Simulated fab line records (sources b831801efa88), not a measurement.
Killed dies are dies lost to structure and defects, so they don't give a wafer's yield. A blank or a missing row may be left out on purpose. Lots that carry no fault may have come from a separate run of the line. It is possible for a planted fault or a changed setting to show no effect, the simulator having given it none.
fab line records | flow sky130
record: lots: 13 wafers: 39 last_day: 50
route steps=708 shown LI_CONTACT@363 CONTACT@410 PAD_OPEN@708
lots with no fault: from the same line, run without faults
start_h: start of the lot's first displayed wafer, in hours after the record's first day | wait_h: hours from the lot's prior step to this one | " repeats the value in the row above | L1.1+2: a row that stands for several wafers | - no value, or no start given | * or withheld: withheld | < > ~ a bound
route shown NAME@n: a module of which the file shows steps, and the number in the route of the first | usual: mean and standard deviation over wafers with no fault | same: alike in all rows | chamber/n: place in a boat | sites: per-site readings | _std_site: the standard deviation of these | _edge_site: the outer-site mean with the inner-site mean subtracted | radius_mm: for every site, how far away it sits from the centre of the wafer | mask NAME#n: copy n | behind: tool/chamber where the wafer was last shaped | hold: why the lot went on hold/how many hours it stayed there/how the hold came to an end | device: the n, p or np transistor that did not switch | end of line: the same wafers' tests at the end of the route | a step without rows: its recipe alone | killed: count of dies lost to structure and defects at first sort (not the wafer's yield) | map: a wafer's dies, marking killed ones x, the rest . and places with no die _
set.NAME: the run value of the setting; set.NAME@STEP: its run value at that earlier step | model.NAME: the simulator's own value behind a step, which no gauge read
one table for each step of the route and one row for each wafer, over a sample of lots
services: the hour from which a tool's chamber was out of use, counted from the record's first day as start_h (under 0 if before that day), plus the number of hours and why
== steps ==
step: SKY_LI_CONTACT_THK_MEAS_01
recipe: reads: PSG_of_LI_CONTACT_HDPCVD_00
usual: LI_CONTACT_HDPCVD_THK: 965/12
columns lot.wafer tool chamber start_h wait_h LI_CONTACT_HDPCVD_THK[nm]
L827.2 film_metro-04 - 646.76 0.1 979
L827.4 " - " " 962
L827.5 " - " " 970
L828.3 film_metro-04 - 658.08 0.1 964
L828.4 " - " " 960
L828.6 " - " " 976
L829.2 film_metro-02 - 666.92 0.1 972
L829.3 " - " " 973
L829.4 " - " " 962
L830.2 film_metro-03 - 679.12 0.1 952
L830.4 " - " " 965
L830.6 " - " " 979
L831.3 film_metro-03 - 686.56 0.1 967
L831.5 " - " " 958
L831.6 " - " " 987
L832.1 film_metro-02 - 707.81 0.1 955
L832.2 " - " " 967
L832.4 " - " " 953
L834.1 film_metro-02 - 710.90 0.1 972
L834.5 " - " " 971
L834.6 " - " " 992
L839.1 film_metro-02 - 758.28 0.1 982
L839.5 " - " " 948
L839.6 " - " " 963
L843.2 film_metro-02 - 789.47 0.1 970
L843.3 " - " " 952
L843.5 " - " " 954
L845.4 film_metro-03 - 794.23 0.0 962
L845.5 " - " " 969
L845.6 " - " " 979
L846.1 film_metro-03 - 800.49 0.1 979
L846.2 " - " " 961
L846.5 " - " " 967
L847.1 film_metro-03 - 805.85 0.1 987
L847.4 " - " " 984
L847.6 " - " " 966
L849.1 film_metro-03 - 823.39 0.1 962
L849.2 " - " " 952
L849.3 " - " " 965
step: SKY_LI_CONTACT_ETCH_14
recipe: chemistry: N2/H2 target: BARC ion_energy_ev: 200 source_w: 500 bias_w: 97.51 pressure_mtorr: 30 n2_flow_sccm: 100 h2_flow_sccm: 200 stop_on: SiO2 time_s: 45.9 target_depth_a: 600
usual: drypump_motor_current_A: 5.65/0.23 oes_product_au: 0.855/0.0049 throttle_valve_pct: 13.224/0.01
columns lot.wafer tool chamber start_h wait_h drypump_motor_current_A oes_product_au rf_hours_counter_h throttle_valve_pct
L827.2 rie_diel-04 2 675.31 0.0 5.47 0.855 9 13.219
L827.4 " 0 " " 5.75 0.857 16 13.232
L827.5 " 1 " " 5.67 0.845 - 13.222
L828.3 rie_diel-03 1 686.56 0.0 5.88 0.852 15 13.228
L828.4 " 2 " " 5.74 0.852 18 13.211
L828.6 " 1 " " 5.87 0.859 - 13.224
L829.2 rie_diel-01 2 695.21 0.0 6.02 0.865 21 13.204
L829.3 " 3 " " 5.84 0.860 16 13.220
L829.4 " 1 " " 5.75 0.862 12 13.213
L830.2 rie_diel-01 2 707.07 0.0 6.03 0.859 21 13.235
L830.4 " 3 " " 5.84 0.849 16 13.223
L830.6 " 1 " " 5.75 0.847 - 13.239
L831.3 rie_diel-01 3 714.64 0.0 5.83 0.852 16 13.238
L831.5 " 1 " " 5.77 0.862 - 13.208
L831.6 " 2 " " 6.01 0.854 - 13.223
L832.1 rie_diel-03 3 735.62 0.0 5.37 0.858 29 13.220
L832.2 " 2 " " 5.74 0.856 20 13.222
L832.4 " 1 " " 5.88 0.855 16 13.224
L834.1 rie_diel-01 0 738.91 0.0 5.57 0.854 4 13.232
L834.5 " 2 " " 6.03 0.855 - 13.238
L834.6 " 1 " " 5.76 0.849 - 13.236
L839.1 rie_diel-04 1 785.25 0.0 5.68 0.860 2 13.232
L839.5 " 3 " " 5.63 0.849 - 13.221
L839.6 " 0 " " 5.74 0.846 - 13.231
L843.2 rie_diel-04 0 816.75 0.0 5.75 0.860 19 13.216
L843.3 " 3 " " 5.63 0.854 28 13.213
L843.5 " 2 " " 5.47 0.854 - 13.201
L845.4 rie_diel-03 3 821.57 0.0 5.37 0.855 31 13.219
L845.5 " 1 " " 5.86 0.851 - 13.221
L845.6 " 0 " " 5.03 0.849 - 13.231
L846.1 rie_diel-03 3 828.02 0.0 5.36 0.860 32 13.221
L846.2 " 1 " " 5.88 0.857 19 13.228
L846.5 " 2 " " 5.70 0.854 - 13.213
L847.1 rie_diel-04 0 832.95 0.0 5.76 0.859 19 13.225
L847.4 " 2 " " 5.49 0.851 12 13.229
L847.6 " 3 " " 5.63 0.848 - 13.238
L849.1 rie_diel-04 2 849.40 0.0 5.46 0.849 13 13.216
L849.2 " 1 " " 5.68 0.850 4 13.216
L849.3 " 0 " " 5.75 0.863 20 13.209
step: SKY_LI_CONTACT_THK_MEAS_23
recipe: thk_meas_gauge: xrf reads: W_of_LI_CONTACT_CVD_21
usual: LI_CONTACT_W_THK: 397/7.9
columns lot.wafer tool chamber start_h wait_h LI_CONTACT_W_THK[nm]
L827.2 film_metro-04 - 676.14 0.1 395
L827.4 " - " " 400
L827.5 " - " " 400
L828.3 film_metro-04 - 687.38 0.1 406
L828.4 " - " " 394
L828.6 " - " " 389
L829.2 film_metro-04 - 696.02 0.1 396
L829.3 " - " " 397
L829.4 " - " " 389
L830.2 film_metro-03 - 707.98 0.1 399
L830.4 " - " " 382
L830.6 " - " " 398
L831.3 film_metro-04 - 715.47 0.1 390
L831.5 " - " " 400
L831.6 " - " " 399
L832.1 film_metro-02 - 736.43 0.1 398
L832.2 " - " " 384
L832.4 " - " " 386
L834.1 film_metro-02 - 739.75 0.1 384
L834.5 " - " " 384
L834.6 " - " " 397
L839.1 film_metro-02 - 786.05 0.1 389
L839.5 " - " " 410
L839.6 " - " " 390
L843.2 film_metro-03 - 817.56 0.1 407
L843.3 " - " " 396
L843.5 " - " " 405
L845.4 film_metro-02 - 822.41 0.1 393
L845.5 " - " " 389
L845.6 " - " " 399
L846.1 film_metro-04 - 829.00 0.1 414
L846.2 " - " " 402
L846.5 " - " " 413
L847.1 film_metro-02 - 833.75 0.1 409
L847.4 " - " " 393
L847.6 " - " " 397
L849.1 film_metro-04 - 850.20 0.1 401
L849.2 " - " " 401
L849.3 " - " " 403
step: SKY_CONTACT_CMP_04
recipe: material: SiO2 down_force_psi: 4 platen_rpm: 60 pad_velocity_m_s: 0.94248
usual: motor_current_A: 12.1/1 platen_rpm: 60.00/0.042 time_to_endpoint_s: 82/7.1
columns lot.wafer tool chamber start_h wait_h motor_current_A platen_rpm time_to_endpoint_s
L827.2 cmp-02 2 705.62 0.0 10.5 59.98 80
L827.4 " 0 " " 12.3 60.01 83
L827.5 " 2 " " 9.9 59.97 76
L828.3 cmp-01 1 716.71 0.2 12.1 60.03 73
L828.4 " 2 " " 12.6 60.03 85
L828.6 " 3 " " 11.7 59.99 85
L829.3 cmp-01 1 725.46 0.0 11.6 60.04 66
L829.2 " 3 " " 11.4 59.99 86
L829.4 " 0 " " 13.6 60.01 74
L830.2 cmp-02 2 737.14 0.1 10.2 60.00 77
L830.4 " 0 " " 12.7 60.01 87
L830.6 " 2 " " 10.4 59.97 78
L831.3 cmp-01 0 744.04 0.1 11.7 60.00 79
L831.5 " 3 " " 11.6 60.05 86
L831.6 " 0 " " 12.6 60.04 80
L832.1 cmp-01 3 764.20 0.1 12.2 59.99 102
L832.2 " 0 " " 12.1 60.00 102
L832.4 " 2 " " 12.0 60.00 102
L834.1 cmp-01 2 768.47 0.1 13.0 59.91 103
L834.5 " 0 " " 13.2 60.01 103
L834.6 " 1 " " 12.5 59.95 98
L839.1 cmp-02 2 814.03 0.1 9.7 60.03 81
L839.5 " 1 " " 12.1 60.06 88
L839.6 " 2 " " 10.2 60.04 80
L843.3 cmp-01 2 844.65 0.1 12.3 60.02 78
L843.2 " 3 " " 11.7 59.98 84
L843.5 " 1 " " 11.7 59.97 65
L845.4 cmp-01 2 849.31 0.0 12.0 59.99 88
L845.6 " 2 " " 12.7 60.09 85
L845.5 " 3 " " 11.5 59.95 86
L846.2 cmp-01 0 856.65 0.2 12.2 59.98 77
L846.1 " 2 " " 12.5 59.99 86
L846.5 " 0 " " 12.1 59.96 76
L847.1 cmp-01 2 862.87 2.2 12.2 60.03 82
L847.4 " 3 " " 11.5 60.02 81
L847.6 " 1 " " 11.7 60.02 69
L849.2 cmp-01 0 878.00 0.1 12.7 60.00 75
L849.1 " 1 " " 11.8 60.01 70
L849.3 " 2 " " 12.3 60.09 83
step: SKY_CONTACT_ETCH_17
recipe: target: SiO2 chemistry: C4F8/O2/Ar stop_on: Si3N4 mask_material: KrF-thick source_w: 1500 bias_w: 1200 pressure_mtorr: 40 c4f8_flow_sccm: withheld O2_flow_sccm: 6 Ar_flow_sccm: 300 time_s: withheld target_depth_a: 3400
usual: oes_product_au: 0.893/0.0053
columns lot.wafer tool chamber start_h wait_h oes_product_au
L827.2 rie_diel-04 0 733.98 0.0 0.891
L827.4 " 3 " " 0.897
L827.5 " 2 " " 0.889
L828.3 rie_diel-04 0 744.45 0.0 0.887
L828.4 " 1 " " 0.887
L828.6 " 3 " " 0.901
L829.2 rie_diel-04 3 752.10 0.0 0.897
L829.3 " 0 " " 0.888
L829.4 " 1 " " 0.900
L830.2 rie_diel-04 3 764.28 0.0 0.886
L830.4 " 1 " " 0.893
L830.6 " 0 " " 0.887
L831.3 rie_diel-02 2 770.68 0.0 0.890
L831.5 " 1 " " 0.890
L831.6 " 0 " " 0.891
L832.1 rie_diel-03 2 790.90 0.0 1.011
L832.2 " 0 " " 1.007
L832.4 " 1 " " 0.995
L834.1 rie_diel-04 1 795.89 0.0 1.018
L834.5 " 3 " " 0.998
L834.6 " 2 " " 1.006
L839.1 rie_diel-03 0 841.23 0.0 0.887
L839.5 " 0 " " 0.898
L839.6 " 2 " " 0.893
L843.2 rie_diel-04 1 871.73 0.0 0.898
L843.3 " 0 " " 0.890
L843.5 " 2 " " 0.889
L845.4 rie_diel-04 2 875.95 0.0 0.901
L845.5 " 0 " " 0.897
L845.6 " 1 " " 0.886
L846.1 rie_diel-04 2 883.48 0.0 0.890
L846.2 " 0 " " 0.895
L846.5 " 2 " " 0.892
L847.1 rie_diel-03 1 888.93 0.0 0.889
L847.4 " 2 " " 0.895
L847.6 " 0 " " 0.894
L849.1 rie_diel-03 2 904.19 0.0 0.893
L849.2 " 1 " " 0.898
L849.3 " 3 " " 0.888
step: SKY_PAD_OPEN_PROBE_99
usual: killed_at_M0_to_M3: 42/7.1 killed_at_M4_up: 3.0/1.7 killed_at_contacts: 25/5 killed_at_front_end: 16/4.4 killed_at_other: 0.5/1.4 killed_dies: 87/9.2 killed_open: 47/6.2 killed_short: 39/6.6
same: gross_dies: 492 killed_at_back_side: 0
columns lot.wafer tool chamber start_h wait_h killed_at_M0_to_M3 killed_at_M4_up killed_at_contacts killed_at_front_end killed_at_other killed_dies killed_open killed_short
L827.2 prober-02 - 1073.90 0.1 52 2 32 18 0 104 63 39
L827.4 prober-02 - 1074.00 0.2 45 5 28 12 1 91 47 44
L827.5 prober-02 - 1074.05 0.2 38 3 18 15 0 74 47 27
L829.2 prober-02 - 1086.67 0.1 34 5 29 13 1 82 43 38
L829.4 prober-02 - 1086.77 0.2 39 1 27 19 0 86 52 33
L830.2 prober-01 - 1097.88 0.1 39 2 25 12 1 79 47 32
L830.4 prober-01 - 1097.98 0.2 41 6 31 9 1 88 50 38
L830.6 prober-01 - 1098.08 0.2 38 4 22 13 0 77 40 37
L832.1 prober-02 - 1117.39 0.1 40 2 25 23 1 91 55 33
L832.2 prober-02 - 1117.44 0.1 34 4 85 24 6 153 53 30
L832.4 prober-02 - 1117.54 0.2 37 5 221 27 1 291 41 51
L834.1 prober-01 - 1121.09 0.1 35 4 55 18 0 112 39 45
L834.5 prober-01 - 1121.29 0.2 30 4 67 18 0 119 36 41
L834.6 prober-01 - 1121.34 0.2 46 5 20 21 0 92 46 42
killed by level:class
L827.2 VIA1:geometric_particle:open=18 CONTACT:geometric_particle:open=12 LI_CONTACT:geometric_particle:open=8 VIA2:geometric_particle:open=7 CONTACT:geometric_particle:short=6 VIA3:geometric_particle:open=6 POLY_GATE:geometric_particle:short=5 VIA1:geometric_particle:short=5
L827.4 CONTACT:geometric_particle:open=14 VIA1:geometric_particle:open=11 VIA1:geometric_particle:short=10 FIELD_ISO:geometric_particle:open=5 METAL2:geometric_particle:short=5 METAL4:geometric_particle:short=5 LI_CONTACT:geometric_particle:open=4 LOCAL_INTERCONNECT:geometric_particle:short=4
L827.5 VIA1:geometric_particle:open=10 CONTACT:geometric_particle:open=9 VIA3:geometric_particle:open=6 LI_CONTACT:geometric_particle:open=5 METAL2:geometric_particle:short=5 VIA2:geometric_particle:open=5 METAL3:geometric_particle:short=4 FIELD_ISO:geometric_particle:short=3
L829.2 CONTACT:geometric_particle:open=10 CONTACT:geometric_particle:short=6 LI_CONTACT:geometric_particle:open=6 VIA2:geometric_particle:open=6 METAL2:geometric_particle:short=5 METAL1:geometric_particle:short=4 METAL2:geometric_particle:open=4 VIA3:geometric_particle:open=4
L829.4 VIA1:geometric_particle:open=11 CONTACT:geometric_particle:open=11 FIELD_ISO:geometric_particle:short=7 LI_CONTACT:geometric_particle:open=6 VIA2:geometric_particle:open=6 FIELD_ISO:geometric_particle:open=5 LOCAL_INTERCONNECT:geometric_particle:short=5 METAL1:geometric_particle:short=5
L830.2 VIA1:geometric_particle:open=11 CONTACT:geometric_particle:open=10 LI_CONTACT:geometric_particle:open=9 VIA1:geometric_particle:short=7 FIELD_ISO:geometric_particle:open=4 VIA2:geometric_particle:open=4 METAL2:geometric_particle:short=4 VIA3:geometric_particle:open=4
L830.4 CONTACT:geometric_particle:open=14 VIA1:geometric_particle:open=10 VIA2:geometric_particle:open=8 VIA3:geometric_particle:open=7 LI_CONTACT:geometric_particle:open=6 FIELD_ISO:geometric_particle:short=4 LOCAL_INTERCONNECT:geometric_particle:short=4 CONTACT:geometric_particle:short=4
L830.6 VIA1:geometric_particle:open=11 CONTACT:geometric_particle:open=7 LI_CONTACT:geometric_particle:open=7 METAL1:geometric_particle:short=5 VIA1:geometric_particle:short=5 METAL2:geometric_particle:short=5 POLY_GATE:geometric_particle:short=4 SPACER:geometric_particle:short=3
L832.1 VIA1:geometric_particle:open=11 VIA2:geometric_particle:open=11 CONTACT:geometric_particle:open=10 FIELD_ISO:geometric_particle:open=6 FIELD_ISO:geometric_particle:short=5 LI_CONTACT:geometric_particle:open=4 LI_CONTACT:geometric_particle:short=3 METAL1:geometric_particle:short=3
L832.2 CONTACT:area_cmp=63 CONTACT:geometric_particle:open=10 VIA2:geometric_particle:open=9 FIELD_ISO:geometric_particle:open=7 VIA1:geometric_particle:open=7 POLY_GATE:geometric_particle:open=6 LOCAL_INTERCONNECT:geometric_particle:short=5 CAP2M:area_etch=5
L832.4 CONTACT:area_cmp=196 FIELD_ISO:geometric_particle:short=7 LI_CONTACT:geometric_particle:open=7 CONTACT:geometric_particle:open=7 CONTACT:geometric_particle:short=7 VIA1:geometric_particle:open=7 METAL2:geometric_particle:short=6 FIELD_ISO:geometric_particle:open=5
L834.1 CONTACT:area_cmp=28 CONTACT:geometric_particle:open=10 METAL2:geometric_particle:short=8 FIELD_ISO:geometric_particle:short=6 CONTACT:geometric_particle:short=6 LI_CONTACT:geometric_particle:open=5 METAL1:geometric_particle:short=5 VIA1:geometric_particle:open=5
L834.5 CONTACT:area_cmp=42 CONTACT:geometric_particle:open=8 VIA1:geometric_particle:short=7 FIELD_ISO:geometric_particle:short=6 LI_CONTACT:geometric_particle:open=6 VIA1:geometric_particle:open=5 LOCAL_INTERCONNECT:geometric_particle:short=5 CONTACT:geometric_particle:short=5
L834.6 VIA1:geometric_particle:open=10 CONTACT:geometric_particle:open=8 METAL2:geometric_particle:short=7 VIA2:geometric_particle:open=7 POLY_GATE:geometric_particle:short=5 VIA3:geometric_particle:open=5 VIA2:geometric_particle:short=5 POLY_GATE:geometric_particle:open=4
== services ==
columns tool chamber start_h hours kind
cmp-01 - 660.44 2.6 repair
rie_diel-03 0 672.79 7.4 repair
cmp-01 - 673.89 2.4 repair
cmp-01 - 683.76 12.7 repair
rie_diel-04 - 686.25 35.3 repair
rie_diel-03 0 693.31 1.4 repair
rie_diel-03 3 702.25 4.2 repair
rie_diel-04 2 703.86 23.7 repair
cmp-02 - 712.00 5.3 repair
cmp-01 - 736.23 4.3 pm
cmp-02 - 737.63 1.1 repair
cmp-02 - 744.30 4.0 pm
rie_diel-04 3 775.70 3.2 repair
cmp-02 - 792.31 1.4 repair
rie_diel-01 3 793.16 11.3 repair
cmp-02 - 797.71 2.0 repair
rie_diel-03 1 800.03 2.9 repair
rie_diel-03 3 804.50 5.5 repair
rie_diel-04 2 842.70 3.6 repair
cmp-02 - 844.40 1.8 repair
rie_diel-04 2 849.95 2.7 repair
cmp-01 - 860.29 2.5 repair
cmp-01 - 872.59 1.9 repair
rie_diel-04 3 873.99 9.7 repair
== key ==
first_sign: step: SKY_CONTACT_CMP_04 reading: time_to_endpoint_s direction: up sigmas: 2.8 usual: * struck: *
effect: step: SKY_CONTACT_ETCH_17 reading: oes_product_au direction: up sigmas: 21 usual: 0.893 struck: 1.006
effect: step: SKY_PAD_OPEN_PROBE_99 reading: killed_at_contacts direction: up sigmas: 11 usual: 25 struck: 79 wafers_moved: 4
more_kills_born_at: SKY_CONTACT_CMP_04@cmp-01: 333
met_at SKY_CONTACT_CMP_04
struck_lots L832,L834
tester_left_out L832,L834
not_acting_at SKY_LI_CONTACT_THK_MEAS_01,SKY_LI_CONTACT_ETCH_14,SKY_LI_CONTACT_THK_MEAS_23
onset_between 744.04 764.20
fault: kind: process_parameter_drift tool: cmp-01 chamber: - onset_h: 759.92 steps: SKY_CONTACT_CMP_04 channel: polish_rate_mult offset: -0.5 shape: step end_h: 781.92
tester_left_out: of these lots the tester's yield and bins aren't shown, on N5 and GAA mostly nor the transistor test; their killed dies are dies lost to structure and defects alone, not to doping, threshold or leakage, so they don't give the yield
